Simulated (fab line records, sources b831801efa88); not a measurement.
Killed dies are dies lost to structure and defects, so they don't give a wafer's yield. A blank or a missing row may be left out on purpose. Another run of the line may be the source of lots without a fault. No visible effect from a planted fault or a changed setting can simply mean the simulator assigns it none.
What tool caused it? | flow sky130 | 36 wafers sampled from 12 lots at 1 step of a route of 708

== WHAT THE GAUGES SHOWED, per wafer ==
SKY_VIA3_THK_MEAS_23: measures by xrf. Usual: VIA3_W_THK gives 383 nm (standard deviation 4.5).
lot  | measured     | on           | VIA3_W_THK (nm) | flag
L830 | day 39 16:26 | filmMetro-02 | 383 382 387     | 
L831 | day 40 05:32 | filmMetro-01 | 385 382 387     | 
L836 | day 41 09:32 | filmMetro-01 | 388 389 389     | 
L837 | day 42 09:36 | filmMetro-02 | 382 384 380     | 
L838 | day 42 11:20 | filmMetro-04 | 385 387 386     | 
L844 | day 44 02:52 | filmMetro-02 | 387 389 381     | 
L845 | day 44 08:08 | filmMetro-04 | 389 385 392     | 
L847 | day 44 20:42 | filmMetro-02 | 378 382 377     | 
L846 | day 44 22:15 | filmMetro-02 | 381 384 377     | 
L849 | day 45 05:55 | filmMetro-04 | 390 388 392     | 
L850 | day 45 09:29 | filmMetro-01 | 386 382 387     | 
L852 | day 45 22:19 | filmMetro-02 | 381 389 387     | 

== EACH LOT AND THE TOOL THAT RAN IT (in order: tool; ch and the chambers of the sampled wafers; start) ==
No process step before these readings appears in the record.

== WHAT THE TOOLS THEMSELVES READ (means of the sampled wafers that have a number; where no wafer has one, the mark that the record gives instead) ==
The record holds no such reading with a usual standard deviation.

== THE ANSWER, worked out from the rows above alone ==
Rule: a lot counts as off when the mean over its wafers that have a number is more than 3 standard deviations away from the usual mean. Also off: a lot with no number at a reading for which 4 or more lots have one. Where the step has rows for the other lots, those lots are counted as sound. After the gauges, taken in route order, come the tools' own readings; for these a lot's mean is taken, as printed above. At the first step where some lot is off, the reading lying furthest off is the one used; lots without a number count as furthest.
Nothing can be told from this: no lot is off at any reading shown.

== WHAT THE SIMULATOR HAD INSERTED ==
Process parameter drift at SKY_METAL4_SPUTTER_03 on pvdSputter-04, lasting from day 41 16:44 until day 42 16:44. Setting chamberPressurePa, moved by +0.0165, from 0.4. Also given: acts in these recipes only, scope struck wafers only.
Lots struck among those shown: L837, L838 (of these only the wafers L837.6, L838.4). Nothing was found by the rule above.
